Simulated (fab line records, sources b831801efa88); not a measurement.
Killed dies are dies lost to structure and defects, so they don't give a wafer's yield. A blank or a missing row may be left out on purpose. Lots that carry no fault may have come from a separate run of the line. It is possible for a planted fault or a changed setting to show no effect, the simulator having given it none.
Which tool was responsible? + flow sky130 + 24 lots, 72 wafers sampled, at 5 steps of a route of 708

## WHAT THE GAUGES SHOWED, per wafer
SKY_METAL5_THK_MEAS_06: measures by xrf. Usual: METAL5_ALCU_THK typically reads 1148 nm, with standard deviation 12.
| lot  | measured     | on            | METAL5_ALCU_THK (nm) | flag |
|------|--------------|---------------|----------------------|------|
| L074 | day 42 16:10 | film_metro-03 | 1165 1161 1158       |      |
| L075 | day 43 01:26 | film_metro-03 | 1142 1153 1159       |      |
| L076 | day 43 05:53 | film_metro-02 | 1164 1165 1162       |      |
| L078 | day 43 14:34 | film_metro-03 | 1123 1127 1132       |      |
| L077 | day 43 17:49 | film_metro-03 | 1154 1150 1160       |      |
| L079 | day 44 03:22 | film_metro-02 | 1161 1144 1154       |      |
| L080 | day 44 14:25 | film_metro-02 | 1146 1144 1143       |      |
| L081 | day 44 19:32 | film_metro-02 | 1164 1151 1150       |      |
| L083 | day 45 05:11 | film_metro-01 | 1139 1136 1146       |      |
| L082 | day 45 05:55 | film_metro-03 | 1132 1138 1139       |      |
| L085 | day 45 18:21 | film_metro-02 | 1151 1162 1161       |      |
| L084 | day 45 20:17 | film_metro-03 | 1131 1140 1143       |      |
| L086 | day 45 21:11 | film_metro-01 | 1155 1150 1132       |      |
| L087 | day 46 06:13 | film_metro-03 | 1166 1158 1162       |      |
| L088 | day 46 15:25 | film_metro-01 | 1126 1135 1123       |      |
| L089 | day 46 23:44 | film_metro-03 | 1162 1167 1169       |      |
| L090 | day 47 01:18 | film_metro-03 | 1147 1141 1142       |      |
| L091 | day 47 04:52 | film_metro-02 | 1140 1150 1143       |      |
| L092 | day 47 12:36 | film_metro-01 | 1153 1158 1151       |      |
| L093 | day 47 21:30 | film_metro-02 | 1126 1121 1112       |      |
| L094 | day 48 02:11 | film_metro-01 | 1153 1150 1153       |      |
| L095 | day 48 05:08 | film_metro-03 | 1136 1152 1141       |      |
| L096 | day 48 08:15 | film_metro-03 | 1135 1142 1135       |      |
| L097 | day 48 10:02 | film_metro-01 | 1142 1146 1137       |      |

SKY_PASSIVATION_THK_MEAS_03. Usual: PASSIVATION_CVD_02_THK typically reads 541 nm, with standard deviation 6.2.
| lot  | measured     | on            | PASSIVATION_CVD_02_THK (nm) | flag |
|------|--------------|---------------|-----------------------------|------|
| L074 | day 43 15:38 | film_metro-04 | 544 546 548                 |      |
| L075 | day 44 01:08 | film_metro-04 | 545 546 545                 |      |
| L076 | day 44 04:51 | film_metro-03 | 537 535 547                 |      |
| L078 | day 44 13:44 | film_metro-04 | 540 538 549                 |      |
| L077 | day 44 16:25 | film_metro-03 | 535 543 547                 |      |
| L079 | day 45 02:31 | film_metro-01 | 526 528 537                 |      |
| L080 | day 45 13:13 | film_metro-03 | 533 533 540                 |      |
| L081 | day 45 18:23 | film_metro-01 | 551 550 549                 |      |
| L083 | day 46 02:57 | film_metro-03 | 546 544 551                 |      |
| L082 | day 46 03:17 | film_metro-01 | 542 543 537                 |      |
| L085 | day 46 15:56 | film_metro-04 | 533 551 545                 |      |
| L084 | day 46 17:35 | film_metro-01 | 533 539 540                 |      |
| L086 | day 46 17:50 | film_metro-01 | 535 544 550                 |      |
| L087 | day 47 03:07 | film_metro-03 | 532 546 541                 |      |
| L088 | day 47 11:56 | film_metro-03 | 539 555 547                 |      |
| L089 | day 47 20:05 | film_metro-01 | 537 534 539                 |      |
| L090 | day 47 21:27 | film_metro-03 | 543 550 551                 |      |
| L091 | day 48 00:58 | film_metro-01 | 537 547 542                 |      |
| L092 | day 48 08:47 | film_metro-04 | 532 531 538                 |      |
| L093 | day 48 17:28 | film_metro-03 | 539 547 544                 |      |
| L094 | day 48 20:56 | film_metro-04 | 539 546 547                 |      |
| L095 | day 49 00:37 | film_metro-01 | 540 547 541                 |      |
| L096 | day 49 03:01 | film_metro-01 | 537 550 550                 |      |
| L097 | day 49 04:25 | film_metro-01 | 533 536 545                 |      |

## WHAT TOOL EACH LOT RAN ON (gives the tool, then ch and the chambers of the sampled wafers, and finally the start)
| lot  | SKY_METAL4_SPUTTER_02        | SKY_METAL4_ETCH_17                 | SKY_METAL5_SPUTTER_02        |
|------|------------------------------|------------------------------------|------------------------------|
| L074 | pvd_sputter-02, day 39 12:29 | rie_diel-02 ch 0,2,3, day 41 13:32 | pvd_sputter-02, day 42 15:56 |
| L075 | pvd_sputter-01, day 39 22:03 | rie_diel-04 ch 0,1,2, day 41 23:17 | pvd_sputter-02, day 43 01:10 |
| L076 | pvd_sputter-03, day 40 03:30 | rie_diel-03 ch 0,1,3, day 42 04:23 | pvd_sputter-01, day 43 05:39 |
| L078 | pvd_sputter-03, day 40 11:51 | rie_diel-02 ch 1,3, day 42 12:15   | pvd_sputter-01, day 43 14:19 |
| L077 | pvd_sputter-02, day 40 14:16 | rie_diel-02 ch 0,1,3, day 42 15:42 | pvd_sputter-01, day 43 17:35 |
| L079 | pvd_sputter-03, day 41 00:49 | rie_diel-02 ch 2,3, day 43 01:56   | pvd_sputter-04, day 44 03:07 |
| L080 | pvd_sputter-02, day 41 12:50 | rie_diel-04 ch 1,3, day 43 13:23   | pvd_sputter-01, day 44 14:11 |
| L081 | pvd_sputter-02, day 41 18:34 | rie_diel-03 ch 0,3, day 43 18:14   | pvd_sputter-02, day 44 19:16 |
| L083 | pvd_sputter-03, day 42 06:26 | rie_diel-04 ch 0,1,2, day 44 04:47 | pvd_sputter-01, day 45 04:57 |
| L082 | pvd_sputter-02, day 42 07:02 | rie_diel-03 ch 1,2, day 44 05:53   | pvd_sputter-01, day 45 05:41 |
| L085 | pvd_sputter-02, day 42 18:00 | rie_diel-02 ch 0,2, day 44 17:10   | pvd_sputter-02, day 45 18:06 |
| L084 | pvd_sputter-03, day 42 21:02 | rie_diel-03 ch 2,3, day 44 20:01   | pvd_sputter-04, day 45 20:02 |
| L086 | pvd_sputter-03, day 42 22:56 | rie_diel-02 ch 1,3, day 44 20:55   | pvd_sputter-04, day 45 20:56 |
| L087 | pvd_sputter-02, day 43 09:56 | rie_diel-02 ch 0,1,3, day 45 07:05 | pvd_sputter-02, day 46 05:59 |
| L088 | pvd_sputter-02, day 43 19:15 | rie_diel-02 ch 1,3, day 45 16:06   | pvd_sputter-04, day 46 15:11 |
| L089 | pvd_sputter-03, day 44 04:05 | rie_diel-03 ch 0,3, day 46 00:28   | pvd_sputter-01, day 46 23:28 |
| L090 | pvd_sputter-01, day 44 05:08 | rie_diel-03 ch 0,2, day 46 01:35   | pvd_sputter-02, day 47 01:03 |
| L091 | pvd_sputter-01, day 44 09:59 | rie_diel-02 ch 0,1,3, day 46 05:26 | pvd_sputter-01, day 47 04:37 |
| L092 | pvd_sputter-01, day 44 18:41 | rie_diel-04 ch 0,2,3, day 46 13:45 | pvd_sputter-01, day 47 12:22 |
| L093 | pvd_sputter-02, day 45 05:14 | rie_diel-02 ch 1,3, day 46 22:50   | pvd_sputter-04, day 47 21:15 |
| L094 | pvd_sputter-02, day 45 10:44 | rie_diel-03 ch 1,2, day 47 04:01   | pvd_sputter-02, day 48 01:55 |
| L095 | pvd_sputter-03, day 45 12:17 | rie_diel-02 ch 0,1,2, day 47 06:59 | pvd_sputter-02, day 48 04:52 |
| L096 | pvd_sputter-01, day 45 17:23 | rie_diel-04 ch 1,2, day 47 10:24   | pvd_sputter-04, day 48 07:59 |
| L097 | pvd_sputter-03, day 45 18:56 | rie_diel-04 ch 1,2,3, day 47 12:02 | pvd_sputter-04, day 48 09:47 |
- SKY_METAL4_SPUTTER_02: material AlCu, target thk 735 nm, time 39.1 s.
- SKY_METAL4_ETCH_17: etches SiO2 in C4F8/O2/Ar, stops on TiN, time 3.9 s, target depth 15 nm.
- SKY_METAL5_SPUTTER_02: material AlCu, target thk 1150 nm, time 61.2 s.

## AS READ BY THE TOOLS THEMSELVES (means over the sampled wafers that have a number; for cases with no such wafer, the mark the record gives instead)
SKY_METAL4_SPUTTER_02. Usual: cathode_dc_power_W 10600 W, standard deviation 1.9; chamber_pressure_pa 0.3999 Pa, standard deviation 0.00071; throttle_valve_pct 30.0 %, standard deviation 0.84.
| lot  | tool           | cathode_dc_power_W (W) | chamber_pressure_pa (Pa) | throttle_valve_pct (%) | flag |
|------|----------------|------------------------|--------------------------|------------------------|------|
| L074 | pvd_sputter-02 | 10599                  | 0.3992                   | 29.7                   |      |
| L075 | pvd_sputter-01 | 10600                  | 0.3996                   | 30.5                   |      |
| L076 | pvd_sputter-03 | 10601                  | 0.3994                   | 29.7                   |      |
| L078 | pvd_sputter-03 | 10600                  | 0.4007                   | 29.6                   |      |
| L077 | pvd_sputter-02 | 10600                  | 0.3993                   | 30.7                   |      |
| L079 | pvd_sputter-03 | 10602                  | 0.3997                   | 29.4                   |      |
| L080 | pvd_sputter-02 | 10601                  | 0.4003                   | 29.5                   |      |
| L081 | pvd_sputter-02 | 10600                  | 0.3995                   | 30.2                   |      |
| L083 | pvd_sputter-03 | 10600                  | 0.4002                   | 29.8                   |      |
| L082 | pvd_sputter-02 | 10598                  | 0.3997                   | 30.3                   |      |
| L085 | pvd_sputter-02 | 10600                  | 0.4002                   | 29.7                   |      |
| L084 | pvd_sputter-03 | 10597                  | 0.3997                   | 29.4                   |      |
| L086 | pvd_sputter-03 | 10599                  | 0.4005                   | 30.0                   |      |
| L087 | pvd_sputter-02 | 10599                  | 0.4004                   | 29.9                   |      |
| L088 | pvd_sputter-02 | 10599                  | 0.3998                   | 30.1                   |      |
| L089 | pvd_sputter-03 | 10600                  | 0.4001                   | 29.1                   |      |
| L090 | pvd_sputter-01 | 10600                  | 0.3995                   | 31.0                   |      |
| L091 | pvd_sputter-01 | 10600                  | 0.4005                   | 29.8                   |      |
| L092 | pvd_sputter-01 | 10602                  | 0.3993                   | 30.6                   |      |
| L093 | pvd_sputter-02 | 10599                  | 0.3996                   | 29.8                   |      |
| L094 | pvd_sputter-02 | 10600                  | 0.4007                   | 30.2                   |      |
| L095 | pvd_sputter-03 | 10600                  | 0.3993                   | 29.1                   |      |
| L096 | pvd_sputter-01 | 10600                  | 0.3990                   | 31.4                   |      |
| L097 | pvd_sputter-03 | 10599                  | 0.3997                   | 29.3                   |      |

SKY_METAL4_ETCH_17. Usual: bias_w 1200 W, standard deviation 3.5; oes_product_au 0.754 a.u., standard deviation 0.0067.
| lot  | tool        | bias_w (W) | oes_product_au (a.u.) | flag |
|------|-------------|------------|-----------------------|------|
| L074 | rie_diel-02 | 1202       | 0.752                 |      |
| L075 | rie_diel-04 | 1197       | 0.754                 |      |
| L076 | rie_diel-03 | 1199       | 0.762                 |      |
| L078 | rie_diel-02 | 1199       | 0.750                 |      |
| L077 | rie_diel-02 | 1199       | 0.759                 |      |
| L079 | rie_diel-02 | 1199       | 0.750                 |      |
| L080 | rie_diel-04 | 1198       | 0.751                 |      |
| L081 | rie_diel-03 | 1199       | 0.759                 |      |
| L083 | rie_diel-04 | 1202       | 0.748                 |      |
| L082 | rie_diel-03 | 1201       | 0.749                 |      |
| L085 | rie_diel-02 | 1197       | 0.752                 |      |
| L084 | rie_diel-03 | 1197       | 0.750                 |      |
| L086 | rie_diel-02 | 1200       | 0.747                 |      |
| L087 | rie_diel-02 | 1201       | 0.753                 |      |
| L088 | rie_diel-02 | 1205       | 0.754                 |      |
| L089 | rie_diel-03 | 1198       | 0.763                 |      |
| L090 | rie_diel-03 | 1201       | 0.752                 |      |
| L091 | rie_diel-02 | 1201       | 0.756                 |      |
| L092 | rie_diel-04 | 1199       | 0.756                 |      |
| L093 | rie_diel-02 | 1204       | 0.755                 |      |
| L094 | rie_diel-03 | 1203       | 0.767                 |      |
| L095 | rie_diel-02 | 1203       | 0.751                 |      |
| L096 | rie_diel-04 | 1202       | 0.757                 |      |
| L097 | rie_diel-04 | 1199       | 0.746                 |      |

SKY_METAL5_SPUTTER_02. Usual: cathode_dc_power_W 10600 W, standard deviation 1.8; chamber_pressure_pa 0.4001 Pa, standard deviation 0.00086; throttle_valve_pct 30.2 %, standard deviation 1.1.
| lot  | tool           | cathode_dc_power_W (W) | chamber_pressure_pa (Pa) | throttle_valve_pct (%) | flag |
|------|----------------|------------------------|--------------------------|------------------------|------|
| L074 | pvd_sputter-02 | 10599                  | 0.4001                   | 30.3                   |      |
| L075 | pvd_sputter-02 | 10600                  | 0.4001                   | 29.7                   |      |
| L076 | pvd_sputter-01 | 10599                  | 0.4008                   | 30.6                   |      |
| L078 | pvd_sputter-01 | 10601                  | 0.4001                   | 30.2                   |      |
| L077 | pvd_sputter-01 | 10601                  | 0.3987                   | 30.7                   |      |
| L079 | pvd_sputter-04 | 10599                  | 0.4001                   | 31.3                   |      |
| L080 | pvd_sputter-01 | 10601                  | 0.4003                   | 30.6                   |      |
| L081 | pvd_sputter-02 | 10601                  | 0.4005                   | 30.2                   |      |
| L083 | pvd_sputter-01 | 10599                  | 0.4008                   | 30.2                   |      |
| L082 | pvd_sputter-01 | 10599                  | 0.3993                   | 29.8                   |      |
| L085 | pvd_sputter-02 | 10599                  | 0.4013                   | 30.3                   |      |
| L084 | pvd_sputter-04 | 10598                  | 0.3998                   | 28.7                   |      |
| L086 | pvd_sputter-04 | 10600                  | 0.3995                   | 29.5                   |      |
| L087 | pvd_sputter-02 | 10602                  | 0.4001                   | 29.7                   |      |
| L088 | pvd_sputter-04 | 10600                  | 0.3999                   | 30.0                   |      |
| L089 | pvd_sputter-01 | 10600                  | 0.3997                   | 31.1                   |      |
| L090 | pvd_sputter-02 | 10598                  | 0.4003                   | 30.2                   |      |
| L091 | pvd_sputter-01 | 10600                  | 0.3992                   | 29.6                   |      |
| L092 | pvd_sputter-01 | 10600                  | 0.4004                   | 30.4                   |      |
| L093 | pvd_sputter-04 | 10601                  | 0.4006                   | 31.0                   |      |
| L094 | pvd_sputter-02 | 10598                  | 0.4003                   | 29.8                   |      |
| L095 | pvd_sputter-02 | 10599                  | 0.4000                   | 29.8                   |      |
| L096 | pvd_sputter-04 | 10600                  | 0.4000                   | 30.2                   |      |
| L097 | pvd_sputter-04 | 10598                  | 0.4001                   | 29.5                   |      |

## THE ANSWER, worked out from the rows above alone
Rule: lot off if the mean of its wafers having a number is beyond 3 standard deviations from the usual mean. Also off: a lot with no number at a reading for which 4 or more lots have one. Any other lot the step has rows for is counted as sound. The gauges are gone through in route order, then the tools' own readings, and for those a lot's mean is taken as printed above. The first step at which some lot is off is used, and at that step the reading that is off furthest; a lot without a number counts as furthest.
None of the lots is off at any reading shown; this tells nothing.

## WHAT THE SIMULATOR HAD PUT IN
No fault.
